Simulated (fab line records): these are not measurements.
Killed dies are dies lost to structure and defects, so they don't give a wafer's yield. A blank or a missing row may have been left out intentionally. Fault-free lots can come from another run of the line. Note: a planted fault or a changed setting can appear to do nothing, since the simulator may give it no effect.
Struck lot and sound lot, side by side | flow sky130 | 33 steps out of a route of 708
Sound: wafers L673.2, L673.3, L673.5. Struck: wafers L680.4, L680.5, L680.6. Last of all comes the cause.
Per side, at each step with rows, come the tool, then ch with its chambers, and then its first start. Under that, the readings that differ: sound wafers | struck wafers | difference of the means | sigmas: that difference in standard deviations of wafers without a fault.
alike: readings whose means differ by less than 2 such deviations, and words and numbers that are the same on both sides. not compared: withheld readings, readings that some wafer has no value for, bounds like >300 that may hide the same value, and numbers for which the record gives no deviation and whose values overlap.
A row with sigmas, a row that says differs or no value, or rows on one side alone: a step with any of these is where the two part. Numbers that don't overlap but have no deviation are shown without sigmas and don't part them. A reading missing from all wafers of one side parts the sides only when that side holds two or more wafers.

SKY_METAL3_CD_MEAS_13: the cd target is 300 nm.
  struck on cd-sem-01, day 42 19:53; sound on cd-sem-02, day 40 19:38
  alike: cd-nm
SKY_METAL3_OVL_MEAS_14:
  struck on overlay-01, day 42 19:58; sound on overlay-02, day 40 19:44
  alike: METAL3_OVL
SKY_METAL3_DESCUM_15: chemistry O2, time 8 s.
  sound on rie-metal-04 ch 0,1, day 40 19:46; struck on rie-metal-01 ch 0,1, day 42 19:59
  alike: drypump-motor-current-A, oes-product-au
  not compared: rf-hours-counter-h
then, 1 step without rows for these wafers: SKY_METAL3_ETCH_16 (etches BARC in N2/H2, stops on SiO2, time 88.2 s, target depth 60 nm).
SKY_METAL3_ETCH_17: etches SiO2 in C4F8/O2/Ar, stops on TiN, time 3.9 s, target depth 15 nm.
  sound on rie-diel-03 ch 0,3, day 40 19:54; struck on rie-diel-03 ch 0,1,2, day 42 20:07
  alike: oes-product-au
then, 6 steps without rows for these wafers: SKY_METAL3_METAL_ETCH_18 (etches the open film in Cl2/BCl3, stops on SiO2, target depth 845 nm, time 183.1 s); SKY_METAL3_STRIP_19 (strips in O2/N2); SKY_METAL3_STRIP_20 (strips in post etch residue remover, time 1200 s); SKY_METAL3_CLEAN_21 (cleans in IPA, time 180 s); SKY_METAL3_CLEAN_22 (cleans in O3/DIW); SKY_VIA3_HDPCVD_00 (deposits SiO2, target thk 1635 nm, time 272.5 s).
SKY_VIA3_THK_MEAS_01:
  struck on film-metro-03, day 42 21:05; sound on film-metro-01, day 40 20:53
  alike: VIA3_HDPCVD_THK
SKY_VIA3_CMP_02: polishes SiO2.
  sound on cmp-01 ch 1,3, day 40 20:56; struck on cmp-01 ch 1,2,3, day 42 21:16
  no value came back on the struck wafers for edge-zone-pressure-frac, head-pressure-psi (psi), motor-current-A (A); on the sound wafers edge-zone-pressure-frac reads 0.997 0.995 0.987
  reading                                  | sound             | struck         | difference | sigmas
  model.SiO2_of_VIA3_HDPCVD_00.thk-nm (nm) | 464.5 463.6 463.4 | 1622 1615 1624 | +1156      |
SKY_VIA3_BOW_MEAS_03:
  struck on film-metro-03, day 42 21:29; sound on film-metro-01, day 40 21:15
  reading       | sound    | struck      | difference | sigmas
  VIA3_BOW (um) | 79 81 74 | 153 142 158 | +73        | +9
then, 8 steps without rows for these wafers: SKY_VIA3_DEHYDRATE_04 (time 60 s); SKY_VIA3_HMDS_05 (prime time 60 s); SKY_VIA3_COAT_06 (resist thk 60 nm); SKY_VIA3_COAT_07 (resist thk 450 nm); SKY_VIA3_SOFTBAKE_08 (time 85.78 s); SKY_VIA3_EXPOSE_09 (exposes mask VIM3, target cd 200 nm); SKY_VIA3_PEB_10; SKY_VIA3_DEVELOP_11 (develop time 60 s).
SKY_VIA3_CD_MEAS_12: the cd target is 200 nm.
  struck on cd-sem-02, day 43 20:56; sound on cd-sem-01, day 41 21:52
  alike: cd-nm
SKY_VIA3_OVL_MEAS_13:
  struck on overlay-01, day 43 21:01; sound on overlay-01, day 41 21:59
  alike: VIA3_OVL
SKY_VIA3_ETCH_14: etches BARC in N2/H2, stops on SiO2, time 45.9 s, target depth 60 nm.
  sound on rie-diel-01 ch 0,1, day 41 22:01; struck on rie-diel-02 ch 0,3, day 43 21:01
  alike: drypump-motor-current-A, oes-product-au, throttle-valve-pct
  not compared: rf-hours-counter-h
SKY_VIA3_ETCH_15: etches SiO2 in C4F8/O2/Ar, stops on TiN, target depth 507 nm, time 78 s.
  sound on rie-diel-01 ch 0,1, day 41 22:03; struck on rie-diel-02 ch 0,3, day 43 21:04
  reading                          | sound             | struck            | difference | sigmas
  oes-product-au (a.u.)            | 0.941 0.949 0.942 | 1.614 1.623 1.617 | +0.674     | +99 or more
  model.etch.depth-nm (nm)         | 464.5 463.6 463.4 | 502.3 507.4 503.2 | +40.5      |
  model.VIA3.feature-depth-nm (nm) | 464.5 463.6 463.4 | 502.3 507.4 503.2 | +40.5      |
  not compared: rf-hours-counter-h
then, 4 steps without rows for these wafers: SKY_VIA3_STRIP_16 (strips in O2/N2); SKY_VIA3_STRIP_17 (strips in post etch residue remover, time 1200 s); SKY_VIA3_CLEAN_18 (cleans in IPA, time 180 s); SKY_VIA3_CLEAN_19 (cleans in O3/DIW).
SKY_VIA3_SPUTTER_20: material TiN, target thk 20 nm, time 80 s.
  struck on pvd-sputter-02, day 43 21:47; sound on pvd-sputter-03, day 41 23:07
  alike: throttle-valve-pct
SKY_VIA3_CVD_21: deposits W, target thk 390 nm, time 117.31 s.
  sound on cvd-w-02 ch 0,1, day 41 23:11; struck on cvd-w-02 ch 0,1, day 43 21:51
  alike: heater-power-outer-w, heater-power-w
SKY_VIA3_CMP_24: polishes, stops on SiO2, t overpolish 20 s, target thk 0 nm.
  sound on cmp-01 ch 0,1,2, day 41 23:32; struck on cmp-01 ch 0,2,3, day 43 22:13
  reading                                  | sound           | struck         | difference | sigmas
  model.SiO2_of_VIA3_HDPCVD_00.thk-nm (nm) | 460.1 459.2 459 | 1618 1610 1620 | +1157      |
  alike: edge-zone-pressure-frac, head-pressure-psi, motor-current-A

== WHERE THEY PART ==
Earliest at SKY_VIA3_CMP_02; latest, in this record, at SKY_VIA3_ETCH_15. Later steps at which nothing parts them and some readings are alike: SKY_VIA3_SPUTTER_20, SKY_VIA3_CVD_21, SKY_VIA3_CMP_24.

WHY: what the simulator had put in
Whole step skipped at SKY_VIA3_CMP_02 on cmp-01, starting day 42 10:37. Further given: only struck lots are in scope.
